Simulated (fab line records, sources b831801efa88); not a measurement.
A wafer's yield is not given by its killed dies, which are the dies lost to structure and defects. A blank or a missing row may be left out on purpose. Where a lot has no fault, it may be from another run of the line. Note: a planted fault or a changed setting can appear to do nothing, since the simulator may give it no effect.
A lot that was struck, set against a sound lot	flow sky130	14 out of 708 route steps
Sound: the wafers L309.1, L309.4, L309.5. Wafers L315.1, L315.2, L315.5 were the ones struck. The cause is named last.
Order at every step that has rows: each side's tool, ch and its chambers, its first start. Under that, the readings that differ: sound wafers	struck wafers	difference of the means	sigmas: that difference in standard deviations of wafers without a fault.
alike: readings whose means differ by less than 2 such deviations, and words and numbers that are the same on both sides. not compared: withheld readings, readings that some wafer has no value for, bounds like >300 that may hide the same value, and numbers for which the record gives no deviation and whose values overlap.
Wherever a step has rows on one side only, a row that says differs or no value, or a row with sigmas, the two part there. When numbers do not overlap yet have no deviation, they are printed without sigmas and do not part them. A reading missing from all wafers of one side parts the sides only when that side holds two or more wafers.

SKY_RES_XHIGH_TW_MEAS_09:
  sound: filmMetro-04 at day 27 21:46; struck: filmMetro-04 at day 30 05:10
  alike: RES_XHIGH_TW
then, 7 steps without rows for these wafers: SKY_SD_N_DEHYDRATE_00 (time 60 s); SKY_SD_N_HMDS_01 (prime time 60 s); SKY_SD_N_COAT_02 (resist thk 1140 nm); SKY_SD_N_SOFTBAKE_03 (time 60 s); SKY_SD_N_EXPOSE_04 (exposes mask NSDM, target cd 380 nm); SKY_SD_N_PEB_05; SKY_SD_N_DEVELOP_06 (develop time 60 s).
SKY_SD_N_CD_MEAS_07: the cd target is 380 nm.
  sound: cdSem-02 at day 29 01:10; struck: cdSem-02 at day 31 08:34
  alike: cdNm
SKY_SD_N_OVL_MEAS_08:
  sound: overlay-01 at day 29 01:17; struck: overlay-01 at day 31 08:41
  alike: SD_N_OVL
then, 2 steps without rows for these wafers: SKY_SD_N_IMPLANT_09; SKY_SD_N_IMPLANT_10.
SKY_SD_N_STRIP_11: strips in O2/N2.
  sound on plasmaAsher-04 ch 0, day 29 01:38; struck on plasmaAsher-04 ch 0,1, day 31 09:01
reading	sound	struck	difference	sigmas
oesProductAu (a.u.)	0.529 0.525 0.528	0.377 0.370 0.372	-0.154	-39
stripTimeToEndpointS (s)	22.49 22.48 22.52	- - -	no value on the struck wafers	
model.NOVOLAK_of_SD_N_COAT_02.thkNm (nm)	0 0 0	747 746.2 747	+747	
  alike: drypumpMotorCurrentA
  not compared: rfHoursCounterH
SKY_SD_N_TW_MEAS_12:
  sound: filmMetro-04 at day 29 01:44; struck: filmMetro-01 at day 31 09:07
  alike: SD_N_TW

WHERE THEY PART
SKY_SD_N_STRIP_11 only, going by this record. Later steps at which nothing parts them and some readings are alike: SKY_SD_N_TW_MEAS_12.

WHY: the cause the simulator had injected
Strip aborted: plasmaAsher-04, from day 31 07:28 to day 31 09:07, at SKY_SD_N_STRIP_11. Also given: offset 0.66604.
